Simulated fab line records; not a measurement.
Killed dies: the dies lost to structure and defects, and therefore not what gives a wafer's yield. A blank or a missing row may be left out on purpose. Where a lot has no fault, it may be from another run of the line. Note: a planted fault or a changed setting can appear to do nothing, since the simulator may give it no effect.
Struck lot and sound lot, side by side / flow sky130 / 17 out of 708 route steps
Sound: wafers L634.2, L634.3, L634.5. Struck: wafer L647.1. (L647.4 of the same lot was not struck and is left out.) The cause comes at the end.
At each step with rows: each side's tool, then ch and its chambers, then its first start. Under that, the readings that differ: sound wafers / struck wafers / difference of the means / sigmas: that difference in standard deviations of wafers without a fault.
alike: readings whose means differ by less than 2 such deviations, and words and numbers that are the same on both sides. not compared: withheld readings, readings that some wafer has no value for, bounds like >300 that may hide the same value, and numbers for which the record gives no deviation and whose values overlap.
The two part at a step that has a row with sigmas, a row that says differs or no value, or rows on one side only. Numbers that don't overlap but have no deviation are shown without sigmas and don't part them. A reading that every wafer of one side lacks parts them only if that side has two wafers or more.

first, 2 steps without rows for these wafers: SKY_CONTACT_PEB_12; SKY_CONTACT_DEVELOP_13 (develop time 60 s).
SKY_CONTACT_CD_MEAS_14: target cd 170 nm.
  sound on cd_sem-01 at day 30 06:01; struck on cd_sem-01 at day 37 12:21
  alike: cd_nm
SKY_CONTACT_OVL_MEAS_15:
  sound on overlay-01 at day 30 06:08; struck on overlay-01 at day 37 12:28
  alike: CONTACT_OVL
SKY_CONTACT_ETCH_16: etches BARC in N2/H2, stops on SiO2, time 45.9 s, target depth 60 nm.
  sound on rie_diel-01 ch 1,3, day 30 06:10; struck on rie_diel-04 ch 2, day 37 12:31
  alike: drypump_motor_current_A, oes_product_au, throttle_valve_pct
  not compared: rf_hours_counter_h
SKY_CONTACT_ETCH_17: etches SiO2 in C4F8/O2/Ar, stops on Si3N4, target depth 340 nm.
  sound on rie_diel-01 ch 1,3, day 30 06:12; struck on rie_diel-04 ch 2, day 37 12:33
reading=oes_product_au (a.u.); sound=0.897 0.896 0.901; struck=0.883; difference=-0.015; sigmas=-3
SKY_CONTACT_ETCH_18: etches Si3N4 in CHF3/O2, stops on TiN, time 39 s, target depth 75 nm.
  sound: rie_diel-01 ch 1,3; struck: rie_diel-04 ch 2
  alike: drypump_motor_current_A, oes_product_au, throttle_valve_pct
  not compared: rf_hours_counter_h
SKY_CONTACT_STRIP_19: strips in O2/N2.
  sound on plasma_asher-04 ch 0,1, day 30 06:17; struck on plasma_asher-03 ch 0, day 37 12:38
  alike: drypump_motor_current_A, oes_product_au, strip_time_to_endpoint_s
  not compared: rf_hours_counter_h
then, 3 steps without rows for these wafers: SKY_CONTACT_STRIP_20 (strips in post etch residue remover, time 1200 s); SKY_CONTACT_CLEAN_21 (cleans in IPA, time 180 s); SKY_CONTACT_CLEAN_22 (cleans in O3/DIW).
SKY_CONTACT_SPUTTER_23: material TiN, target thk 20 nm, time 80 s.
  sound on pvd_sputter-02 at day 30 06:56; struck on pvd_sputter-03 at day 37 13:14
  alike: throttle_valve_pct
SKY_CONTACT_CVD_24: deposits W, target thk 340 nm, time 102.12 s.
  sound on cvd_w-01 ch 0,1, day 30 06:59; struck on cvd_w-01 ch 0, day 37 13:18
reading=model.W_of_CONTACT_CVD_24.thk_nm (nm); sound=337 336.7 335.6; struck=363.9; difference=+27.5; sigmas=
  alike: chamber_pressure_Torr, heater_power_outer_w, heater_power_w
SKY_CONTACT_RS_MEAS_25: the measuring method here is four-point-probe.
  sound on film_metro-04 at day 30 07:07; struck on film_metro-04 at day 37 13:25
reading=CONTACT_W_RS (ohm/sq); sound=0.341 0.342 0.343; struck=0.316; difference=-0.026; sigmas=-8
SKY_CONTACT_THK_MEAS_26: measures by xrf.
  sound on film_metro-04 at day 30 07:14; struck on film_metro-04 at day 37 13:32
reading=CONTACT_W_THK (nm); sound=345 344 342; struck=376; difference=+32; sigmas=+7
then, 1 step without rows for these wafers: SKY_CONTACT_CMP_27 (polishes, stops on SiO2, t overpolish 15 s, target thk 0 nm).
-- the record jumps here: 13 days lie between the struck wafers' starts before and after (it left off in module CONTACT and takes up again in module PAD_OPEN, whose first step shown is number 708 of the route) --
SKY_PAD_OPEN_PROBE_99:
  record: rows for the struck wafers here (prober-01, day 50 02:29), none for the sound ones

## WHERE THEY PART
First at SKY_CONTACT_ETCH_17; last, within this record, at SKY_PAD_OPEN_PROBE_99.

WHY: the cause the simulator had injected
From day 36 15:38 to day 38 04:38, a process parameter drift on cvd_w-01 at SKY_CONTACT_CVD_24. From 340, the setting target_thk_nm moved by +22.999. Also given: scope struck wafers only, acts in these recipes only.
